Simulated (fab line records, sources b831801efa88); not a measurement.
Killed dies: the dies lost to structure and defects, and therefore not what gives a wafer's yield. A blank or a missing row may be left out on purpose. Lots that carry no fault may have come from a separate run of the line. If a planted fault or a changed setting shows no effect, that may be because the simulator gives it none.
fab line records	flow sky130
[record] lots = 11	wafers = 33	last_day = 50
route steps=708 shown CONTACT@420 METAL1@443 VIA1@461 PAD_OPEN@708
lots untouched by any fault: they come from a run of this same line in which no faults occurred
start_h: hours from the record's first day to the start of the lot's first wafer shown	wait_h: hours elapsed since this lot's preceding step	" same as the row above	L1.1+2: one row covering several wafers at once	- no value, or no start was given	* or withheld: withheld	< > ~ a bound
route shown NAME@n: NAME is a module with steps in the file, n the number in the route of the first one	usual: mean/standard deviation taken from wafers without a fault	same: alike in all rows	chamber/n: place in a boat	sites: readings site by site	_std_site: their standard deviation	_edge_site: mean of outer sites minus mean of inner sites	radius_mm: how far each site lies from the wafer's centre	mask NAME#n: copy n	behind: the last tool/chamber to shape the wafer	hold: cause of the lot's hold/its duration in hours/its outcome	device: names the non-switching transistor (n, p or np)	end of line: the tests these same wafers got at the end of their route	a step given without rows: its recipe and nothing more	killed: dies lost to structure and defects at the first sort, not the wafer's yield	map: dies across one wafer; x = killed, . = not, _ = none there
set.NAME: the setting that was run; set.NAME@STEP: the one run at that earlier step	model.NAME: the simulator's own value behind a step, which no gauge read
steps of the route over a sample of lots; a table a step, a row a wafer
services: a tool's chamber out of use, with start hour (start_h, from the record's first day; less than 0 if before it), hours out, and reason
[[steps]]
[step SKY_CONTACT_CD_MEAS_14]
[recipe] target_cd_nm = 170
[usual] cd_nm = 170.0/1.5
lot.wafer	tool	chamber	start_h	wait_h	cd_nm
L420.1	cd_sem-02	-	733.83	-	170.8
L420.2	"	-	"	"	171.3
L420.5	"	-	"	"	170.2
L421.2	cd_sem-02	-	743.28	-	169.8
L421.3	"	-	"	"	169.5
L421.5	"	-	"	"	170.4
L424.1	cd_sem-01	-	772.41	-	171.2
L424.2	"	-	"	"	172.4
L424.5	"	-	"	"	171.5
L426.1	cd_sem-01	-	780.16	-	168.4
L426.2	"	-	"	"	168.9
L426.3	"	-	"	"	167.3
L427.1	cd_sem-01	-	790.46	-	170.3
L427.5	"	-	"	"	168.6
L427.6	"	-	"	"	170.0
L428.1	cd_sem-01	-	792.12	-	169.7
L428.3	"	-	"	"	169.7
L428.4	"	-	"	"	169.8
L430.4	cd_sem-01	-	816.72	-	170.9
L430.5	"	-	"	"	171.5
L430.6	"	-	"	"	170.8
L431.3	cd_sem-01	-	828.55	-	170.8
L431.4	"	-	"	"	172.1
L431.5	"	-	"	"	171.6
L432.1	cd_sem-02	-	833.07	-	170.4
L432.4	"	-	"	"	171.2
L432.5	"	-	"	"	170.9
L433.2	cd_sem-01	-	842.18	-	170.0
L433.3	"	-	"	"	171.6
L433.6	"	-	"	"	170.8
L441.1	cd_sem-02	-	913.82	-	168.8
L441.3	"	-	"	"	167.3
L441.6	"	-	"	"	169.2
[step SKY_CONTACT_ETCH_16]
[recipe] chemistry = N2/H2	target = BARC	ion_energy_ev = 200	source_w = 500	bias_w = 100	pressure_mtorr = 30	n2_flow_sccm = 100	h2_flow_sccm = 200	stop_on = SiO2	time_s = 45.9	target_depth_a = 600
[usual] drypump_motor_current_A = 5.7/0.46	oes_product_au = 0.854/0.005	throttle_valve_pct = 13.225/0.0094
lot.wafer	tool	chamber	start_h	wait_h	drypump_motor_current_A	oes_product_au	rf_hours_counter_h	throttle_valve_pct
L420.1	rie_diel-02	3	733.99	0.0	5.9	0.860	5	13.220
L420.2	"	0	"	"	6.1	0.862	9	13.235
L420.5	"	3	"	"	5.9	0.856	-	13.201
L421.2	rie_diel-03	0	743.43	0.0	5.0	0.858	23	13.223
L421.3	"	2	"	"	5.8	0.850	11	13.225
L421.5	"	1	"	"	5.6	0.859	-	13.228
L424.1	rie_diel-03	3	772.57	0.0	6.0	0.854	7	13.240
L424.2	"	0	"	"	5.0	0.847	24	13.230
L424.5	"	3	"	"	6.0	0.850	-	13.226
L426.1	rie_diel-01	3	780.32	0.0	6.6	0.844	13	13.226
L426.2	"	1	"	"	5.9	0.849	5	13.215
L426.3	"	2	"	"	5.6	0.851	15	13.223
L427.1	rie_diel-01	0	790.62	0.0	4.9	0.851	1	13.224
L427.5	"	1	"	"	5.9	0.862	-	13.229
L427.6	"	2	"	"	5.5	0.861	-	13.235
L428.1	rie_diel-01	1	792.27	0.0	5.9	0.851	5	13.236
L428.3	"	3	"	"	6.6	0.859	13	13.220
L428.4	"	0	"	"	4.9	0.849	1	13.217
L430.4	rie_diel-02	2	816.82	0.0	5.2	0.856	6	13.237
L430.5	"	3	"	"	5.9	0.858	-	13.226
L430.6	"	2	"	"	5.2	0.853	-	13.237
L431.3	rie_diel-01	3	828.67	0.0	6.5	0.853	15	13.218
L431.4	"	1	"	"	5.9	0.856	6	13.220
L431.5	"	2	"	"	5.5	0.855	-	13.216
L432.1	rie_diel-03	1	833.23	0.0	5.6	0.860	12	13.239
L432.4	"	2	"	"	5.8	0.853	13	13.217
L432.5	"	3	"	"	6.1	0.848	-	13.223
L433.2	rie_diel-01	1	842.32	0.0	5.9	0.857	7	13.234
L433.3	"	3	"	"	6.6	0.854	15	13.222
L433.6	"	3	"	"	6.6	0.850	-	13.235
L441.1	rie_diel-03	1	913.98	0.0	5.6	0.857	15	13.225
L441.3	"	3	"	"	6.0	0.853	12	13.226
L441.6	"	0	"	"	5.0	0.850	-	13.241
[step SKY_METAL1_COAT_09]
[recipe] resist = BARC	temp_c = withheld	time_s = withheld	spin_rpm = 3000	resist_thk_nm = 60
lot.wafer	tool	chamber	start_h	wait_h
L420.1+2+5	litho_track-03	0	748.57	0.1
L421.2+3+5	litho_track-01	0	757.78	0.1
L424.1+2+5	litho_track-01	0	787.21	0.1
L426.1+2+3	litho_track-02	0	794.86	0.1
L427.1+5+6	litho_track-03	0	804.97	0.1
L428.1+3+4	litho_track-03	0	806.97	0.1
L430.4+5+6	litho_track-03	0	830.74	0.1
L431.3+4+5	litho_track-01	0	844.11	0.1
L432.1+4+5	litho_track-02	0	847.96	0.1
L433.2+3+6	litho_track-03	0	856.69	0.1
L441.1+3+6	litho_track-03	0	927.77	0.1
[step SKY_METAL1_ETCH_18]
[recipe] chemistry = N2/H2	target = BARC	ion_energy_ev = 200	bias_w = 100	pressure_mtorr = 30	n2_flow_sccm = 100	h2_flow_sccm = 200	icp_w = 500	stop_on = SiO2	time_s = 45.9	target_depth_a = 600
[usual] drypump_motor_current_A = 5.61/0.19	oes_product_au = 0.855/0.0042	throttle_valve_pct = 13.225/0.0095
lot.wafer	tool	chamber	start_h	wait_h	drypump_motor_current_A	oes_product_au	rf_hours_counter_h	throttle_valve_pct
L420.1	rie_metal-01	1	762.65	0.0	5.69	0.854	8	13.239
L420.2	"	0	"	"	5.64	0.858	7	13.222
L420.5	"	1	"	"	5.69	0.854	-	13.225
L421.2	rie_metal-04	1	772.14	0.0	5.23	0.860	2	13.230
L421.3	"	0	"	"	5.86	0.857	-	13.221
L421.5	"	1	"	"	5.24	0.867	-	13.224
L424.1	rie_metal-04	0	800.87	0.0	5.86	0.854	5	13.227
L424.2	"	1	"	"	5.23	0.859	3	13.231
L424.5	"	0	"	"	5.85	0.857	-	13.231
L426.1	rie_metal-01	0	809.10	0.0	5.65	0.855	8	13.209
L426.2	"	1	"	"	5.67	0.855	9	13.214
L426.3	"	0	"	"	5.64	0.856	-	13.210
L427.1	rie_metal-01	1	819.05	0.0	5.70	0.852	9	13.226
L427.5	"	1	"	"	5.69	0.856	-	13.216
L427.6	"	0	"	"	5.64	0.860	-	13.234
L428.1	rie_metal-03	0	820.78	0.1	5.64	0.855	15	13.228
L428.3	"	0	"	"	5.64	0.856	-	13.226
L428.4	"	0	"	"	5.63	0.858	-	13.230
L430.4	rie_metal-04	1	844.33	0.0	5.21	0.845	-	13.244
L430.5	"	1	"	"	5.20	0.855	-	13.221
L430.6	"	0	"	"	5.83	0.854	-	13.219
L431.3	rie_metal-03	1	857.47	0.0	5.60	0.855	-	13.217
L431.4	"	0	"	"	5.65	0.857	-	13.217
L431.5	"	1	"	"	5.61	0.857	-	13.221
L432.1	rie_metal-01	1	861.10	0.0	5.72	0.858	11	13.245
L432.4	"	0	"	"	5.66	0.851	-	13.221
L432.5	"	1	"	"	5.70	0.858	-	13.229
L433.2	rie_metal-01	1	870.20	0.0	5.67	0.860	12	13.218
L433.3	"	1	"	"	5.68	0.852	-	13.226
L433.6	"	1	"	"	5.68	0.856	-	13.229
L441.1	rie_metal-03	1	940.15	0.0	5.61	0.856	2	13.232
L441.3	"	1	"	"	5.59	0.872	-	13.217
L441.6	"	1	"	"	5.60	0.850	-	13.231
[step SKY_VIA1_BOW_MEAS_03]
[recipe] mode = bow
[usual] VIA1_BOW = 80/7.2
lot.wafer	tool	chamber	start_h	wait_h	VIA1_BOW[um]
L420.1	film_metro-01	-	763.87	0.1	64
L420.2	"	-	"	"	86
L420.5	"	-	"	"	74
L421.2	film_metro-04	-	773.43	0.2	88
L421.3	"	-	"	"	78
L421.5	"	-	"	"	93
L424.1	film_metro-02	-	802.16	0.2	90
L424.2	"	-	"	"	89
L424.5	"	-	"	"	70
L426.1	film_metro-02	-	810.32	0.2	85
L426.2	"	-	"	"	89
L426.3	"	-	"	"	67
L427.1	film_metro-01	-	820.30	0.1	81
L427.5	"	-	"	"	86
L427.6	"	-	"	"	82
L428.1	film_metro-02	-	822.21	0.2	66
L428.3	"	-	"	"	75
L428.4	"	-	"	"	77
L430.4	film_metro-02	-	845.64	0.2	84
L430.5	"	-	"	"	70
L430.6	"	-	"	"	84
L431.3	film_metro-04	-	859.06	0.3	79
L431.4	"	-	"	"	75
L431.5	"	-	"	"	89
L432.1	film_metro-02	-	862.66	0.1	74
L432.4	"	-	"	"	73
L432.5	"	-	"	"	86
L433.2	film_metro-01	-	871.84	0.2	75
L433.3	"	-	"	"	80
L433.6	"	-	"	"	75
L441.1	film_metro-02	-	941.58	0.1	88
L441.3	"	-	"	"	66
L441.6	"	-	"	"	77
[step SKY_PAD_OPEN_PROBE_99]
[usual] defect_limited_yield = 82.4/2	killed_at_M0_to_M3 = 44/6.5	killed_at_M4_up = 3.3/1.7	killed_at_contacts = 25/5.3	killed_at_front_end = 15/5	killed_at_other = 0.2/0.47	killed_dies = 87/9.9	killed_open = 47/8	killed_short = 39/6.1	sort_bin_3_pad_short = 0.9/0.43	sort_bin_5_function = 10.4/1.5	sort_bin_6_memory = 6.2/1.2	sort_n_pass = 405/9.9	sort_yield_pct = 82.4/2
[same] gross_dies = 492	killed_at_back_side = 0	sort_bin_4_leakage[%] = 0	sort_bin_8_speed[%] = 0
lot.wafer	tool	chamber	start_h	wait_h	defect_limited_yield[%]	killed_at_M0_to_M3	killed_at_M4_up	killed_at_contacts	killed_at_front_end	killed_at_other	killed_dies	killed_open	killed_short	sort_bin_3_pad_short[%]	sort_bin_5_function[%]	sort_bin_6_memory[%]	sort_n_pass	sort_yield_pct[%]
L421.2	prober-02	-	1081.83	0.1	83.7	39	3	22	16	0	80	42	38	1.0	8.7	6.5	412	83.7
L421.3	prober-02	-	1081.88	0.2	82.3	44	4	24	15	0	87	47	40	0.4	10.4	6.9	405	82.3
L421.5	prober-02	-	1081.98	0.2	81.1	45	5	22	21	0	93	51	42	1.0	11.8	6.1	399	81.1
L426.1	prober-01	-	1113.48	0.1	84.6	39	1	24	12	0	76	43	33	0.4	10.6	4.5	416	84.6
L426.2	prober-01	-	1113.53	0.1	83.9	42	4	18	15	0	79	41	38	0.8	11.6	3.7	413	83.9
L426.3	prober-01	-	1113.58	0.2	82.3	46	3	24	14	0	87	49	38	1.0	11.4	5.3	405	82.3
L427.1	prober-02	-	1116.41	0.1	81.1	45	3	26	19	0	93	51	42	1.6	11.6	5.7	399	81.1
L427.5	prober-02	-	1116.61	0.2	82.3	47	4	25	10	1	87	47	40	0.6	8.7	8.3	405	82.3
L427.6	prober-02	-	1116.66	0.2	78.9	58	0	31	15	0	104	59	45	0.6	13.6	6.9	388	78.9
L428.1	prober-01	-	1123.38	0.1	78.9	50	5	33	15	1	104	64	40	1.2	12.4	7.5	388	78.9
L428.3	prober-01	-	1123.48	0.2	82.1	48	5	17	16	2	88	46	42	1.4	11.2	5.3	404	82.1
L428.4	prober-01	-	1123.53	0.2	84.1	35	2	29	12	0	78	48	30	1.0	8.7	6.1	414	84.1
L430.4	prober-01	-	1135.39	0.2	84.3	39	1	29	7	1	77	43	34	1.8	8.9	4.9	415	84.3
L430.5	prober-01	-	1135.44	0.2	79.3	59	5	27	11	0	102	55	47	1.2	13.2	6.3	390	79.3
L430.6	prober-01	-	1135.49	0.2	83.9	38	3	24	14	0	79	46	33	0.6	8.9	6.5	413	83.9
L431.3	prober-02	-	1147.92	0.2	84.3	40	3	22	12	0	77	35	42	1.2	8.9	5.5	415	84.3
L431.4	prober-02	-	1147.97	0.2	81.9	46	3	34	6	0	89	53	36	1.0	9.6	7.5	403	81.9
L431.5	prober-02	-	1148.02	0.2	83.1	38	5	31	9	0	83	53	30	0.4	10.0	6.5	409	83.1
L433.2	prober-02	-	1154.28	0.1	80.5	46	1	26	23	0	96	58	38	1.4	10.8	7.3	396	80.5
L433.3	prober-02	-	1154.33	0.2	85.4	39	1	23	9	0	72	32	40	1.2	7.5	5.9	420	85.4
L433.6	prober-02	-	1154.48	0.2	83.7	45	6	18	10	1	80	40	40	0.4	9.3	6.5	412	83.7
L441.1	prober-01	-	1202.13	0.1	82.3	44	2	19	22	0	87	54	33	1.4	10.0	6.3	405	82.3
L441.3	prober-01	-	1202.23	0.2	81.7	43	2	30	15	0	90	45	45	0.8	12.4	5.1	402	81.7
L441.6	prober-01	-	1202.38	0.2	81.9	47	5	19	18	0	89	50	39	0.6	12.0	5.5	403	81.9
// killed by level:class
L421.2 VIA1:geometric_particle:open=11 VIA1:geometric_particle:short=8 LI_CONTACT:geometric_particle:open=7 CONTACT:geometric_particle:short=6 CONTACT:geometric_particle:open=6 FIELD_ISO:geometric_particle:open=5 METAL2:geometric_particle:short=5 METAL1:geometric_particle:short=4
L421.3 METAL2:geometric_particle:short=10 LI_CONTACT:geometric_particle:open=8 CONTACT:geometric_particle:open=8 VIA2:geometric_particle:open=7 VIA3:geometric_particle:open=7 LOCAL_INTERCONNECT:geometric_particle:short=6 FIELD_ISO:geometric_particle:open=5 FIELD_ISO:geometric_particle:short=5
L421.5 VIA1:geometric_particle:open=11 FIELD_ISO:geometric_particle:short=8 FIELD_ISO:geometric_particle:open=7 LOCAL_INTERCONNECT:geometric_particle:short=6 LI_CONTACT:geometric_particle:open=6 CONTACT:geometric_particle:open=6 VIA2:geometric_particle:short=5 METAL1:geometric_particle:short=5
L426.1 VIA1:geometric_particle:open=10 LI_CONTACT:geometric_particle:open=8 CONTACT:geometric_particle:open=8 VIA2:geometric_particle:short=5 VIA2:geometric_particle:open=5 VIA3:geometric_particle:open=5 POLY_GATE:geometric_particle:short=4 METAL1:geometric_particle:short=4
L426.2 VIA1:geometric_particle:open=10 VIA2:geometric_particle:open=9 CONTACT:geometric_particle:open=7 METAL1:geometric_particle:short=6 METAL2:geometric_particle:short=6 FIELD_ISO:geometric_particle:short=4 SONOS_ONO:geometric_particle:open=4 LOCAL_INTERCONNECT:geometric_particle:short=4
L426.3 VIA1:geometric_particle:open=10 LI_CONTACT:geometric_particle:open=9 VIA2:geometric_particle:open=8 METAL2:geometric_particle:short=7 VIA1:geometric_particle:short=7 CONTACT:geometric_particle:open=6 FIELD_ISO:geometric_particle:open=4 VIA3:geometric_particle:open=4
L427.1 VIA1:geometric_particle:open=14 CONTACT:geometric_particle:open=12 LI_CONTACT:geometric_particle:open=7 METAL1:geometric_particle:short=7 POLY_GATE:geometric_particle:short=6 METAL2:geometric_particle:short=5 VIA1:geometric_particle:short=4 VIA2:geometric_particle:open=4
L427.5 VIA1:geometric_particle:open=11 VIA2:geometric_particle:open=8 CONTACT:geometric_particle:open=7 LI_CONTACT:geometric_particle:open=6 CONTACT:geometric_particle:short=6 METAL2:geometric_particle:short=5 VIA2:geometric_particle:short=5 LOCAL_INTERCONNECT:geometric_particle:short=4
L427.6 CONTACT:geometric_particle:open=17 VIA1:geometric_particle:open=14 VIA2:geometric_particle:open=8 VIA3:geometric_particle:open=7 VIA1:geometric_particle:short=7 FIELD_ISO:geometric_particle:open=6 METAL1:geometric_particle:short=6 VIA2:geometric_particle:short=6
L428.1 VIA1:geometric_particle:open=15 CONTACT:geometric_particle:open=13 LI_CONTACT:geometric_particle:open=11 VIA3:geometric_particle:open=9 METAL2:geometric_particle:short=7 POLY_GATE:geometric_particle:short=6 POLY_GATE:geometric_particle:open=5 CONTACT:geometric_particle:short=5
L428.3 VIA1:geometric_particle:open=12 METAL2:geometric_particle:short=9 CONTACT:geometric_particle:open=8 VIA2:geometric_particle:open=7 FIELD_ISO:geometric_particle:open=5 POLY_GATE:geometric_particle:short=4 CONTACT:geometric_particle:short=4 METAL1:geometric_particle:short=4
L428.4 CONTACT:geometric_particle:open=17 VIA2:geometric_particle:open=9 VIA2:geometric_particle:short=6 VIA3:geometric_particle:open=6 LOCAL_INTERCONNECT:geometric_particle:short=5 VIA1:geometric_particle:open=5 FIELD_ISO:geometric_particle:short=3 FIELD_ISO:geometric_particle:open=3
L430.4 VIA1:geometric_particle:open=13 CONTACT:geometric_particle:open=9 LI_CONTACT:geometric_particle:open=8 METAL1:geometric_particle:short=8 CONTACT:geometric_particle:short=4 VIA3:geometric_particle:open=4 LI_CONTACT:geometric_particle:short=3 LOCAL_INTERCONNECT:geometric_particle:short=3
L430.5 VIA1:geometric_particle:open=17 METAL1:geometric_particle:short=12 CONTACT:geometric_particle:open=10 VIA2:geometric_particle:open=10 VIA1:geometric_particle:short=6 POLY_GATE:geometric_particle:open=5 METAL2:geometric_particle:short=5 LI_CONTACT:geometric_particle:open=4
L430.6 CONTACT:geometric_particle:open=9 VIA1:geometric_particle:open=7 VIA2:geometric_particle:open=7 FIELD_ISO:geometric_particle:open=5 LI_CONTACT:geometric_particle:open=5 VIA3:geometric_particle:open=5 FIELD_ISO:geometric_particle:short=4 LI_CONTACT:geometric_particle:short=4
L431.3 METAL1:geometric_particle:short=13 VIA1:geometric_particle:open=8 LI_CONTACT:geometric_particle:short=5 CONTACT:geometric_particle:open=5 VIA2:geometric_particle:open=5 LOCAL_INTERCONNECT:geometric_particle:short=4 VIA3:geometric_particle:short=4 METAL2:geometric_particle:short=3
L431.4 CONTACT:geometric_particle:open=11 VIA1:geometric_particle:open=10 LI_CONTACT:geometric_particle:open=9 VIA2:geometric_particle:open=7 CONTACT:geometric_particle:short=6 VIA3:geometric_particle:open=6 METAL2:geometric_particle:short=6 LOCAL_INTERCONNECT:geometric_particle:short=4
L431.5 VIA1:geometric_particle:open=13 CONTACT:geometric_particle:open=10 VIA2:geometric_particle:open=9 LI_CONTACT:geometric_particle:open=9 LOCAL_INTERCONNECT:geometric_particle:short=5 CONTACT:geometric_particle:short=5 METAL1:geometric_particle:short=4 VIA3:geometric_particle:open=4
L433.2 CONTACT:geometric_particle:open=13 VIA3:geometric_particle:open=10 VIA1:geometric_particle:open=9 FIELD_ISO:geometric_particle:open=7 FIELD_ISO:geometric_particle:short=6 METAL1:geometric_particle:short=5 SPACER:geometric_particle:open=4 LI_CONTACT:geometric_particle:short=4
L433.3 CONTACT:geometric_particle:open=10 METAL2:geometric_particle:short=7 VIA3:geometric_particle:open=7 METAL3:geometric_particle:short=6 METAL1:geometric_particle:short=5 LI_CONTACT:geometric_particle:open=4 VIA1:geometric_particle:open=4 VIA3:geometric_particle:short=4
L433.6 VIA1:geometric_particle:open=15 METAL1:geometric_particle:short=8 METAL2:geometric_particle:short=8 METAL4:geometric_particle:short=5 LI_CONTACT:geometric_particle:open=5 CONTACT:geometric_particle:open=5 VIA2:geometric_particle:open=5 CONTACT:geometric_particle:short=4
L441.1 VIA1:geometric_particle:open=13 CONTACT:geometric_particle:open=9 FIELD_ISO:geometric_particle:open=6 FIELD_ISO:geometric_particle:short=5 VIA3:geometric_particle:open=5 VIA2:geometric_particle:open=5 VIA3:geometric_particle:short=5 POLY_GATE:geometric_particle:open=4
L441.3 CONTACT:geometric_particle:open=10 VIA1:geometric_particle:open=10 VIA1:geometric_particle:short=7 LI_CONTACT:geometric_particle:open=7 METAL1:geometric_particle:short=5 VIA2:geometric_particle:open=5 FIELD_ISO:geometric_particle:short=4 LI_CONTACT:geometric_particle:short=4
L441.6 VIA1:geometric_particle:open=14 FIELD_ISO:geometric_particle:short=8 CONTACT:geometric_particle:open=8 METAL1:geometric_particle:short=7 VIA1:geometric_particle:short=6 VIA2:geometric_particle:open=6 VIA3:geometric_particle:open=6 LOCAL_INTERCONNECT:geometric_particle:short=5
[[services]]
tool	chamber	start_h	hours	kind
rie_diel-01	0	749.93	-	clean
rie_diel-01	0	749.93	19.6	scheduled_down
rie_diel-01	0	749.93	19.6	vent_cycle
rie_diel-02	-	774.37	2.3	repair
rie_diel-03	2	775.65	7.6	repair
rie_diel-01	-	781.25	1.7	repair
rie_metal-01	-	793.67	14.6	pm
rie_metal-03	1	813.24	9.5	repair
rie_metal-04	-	827.30	1.4	pm
rie_diel-02	-	849.63	0.9	repair
rie_diel-03	0	858.66	-	clean
rie_diel-03	0	858.66	20.4	scheduled_down
rie_diel-03	0	858.66	20.4	vent_cycle
rie_metal-03	1	868.59	-	clean
rie_metal-03	1	868.59	16.0	scheduled_down
rie_metal-03	1	868.59	16.0	vent_cycle
rie_diel-01	0	876.25	1.9	repair
rie_metal-03	0	890.63	-	clean
rie_metal-03	0	890.63	15.2	scheduled_down
rie_metal-03	0	890.63	15.2	vent_cycle
rie_diel-01	0	901.89	1.3	repair
rie_diel-03	2	907.64	9.7	repair
rie_diel-01	1	917.03	2.5	repair
rie_diel-02	2	939.54	6.5	repair
[[key]]
[first_sign] step = SKY_METAL1_ETCH_18	reading = oes_product_au	direction = up	sigmas = 4.1	usual = 0.855	struck = 0.872
effect none on later readings
met_at SKY_METAL1_COAT_09
struck_lots L441
struck_wafers L441.3
not_acting_at SKY_CONTACT_CD_MEAS_14,SKY_CONTACT_ETCH_16,SKY_VIA1_BOW_MEAS_03
onset_between 856.69 927.77
[fault] kind = process_parameter_drift	tool = litho_track-03	chamber = -	onset_h = 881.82	steps = SKY_METAL1_COAT_09	channel = resist_thk_nm	offset = 1.5439	shape = step	end_h = 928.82	scope = struck_wafers_only	acts_in = these_recipes_only	stated = 60
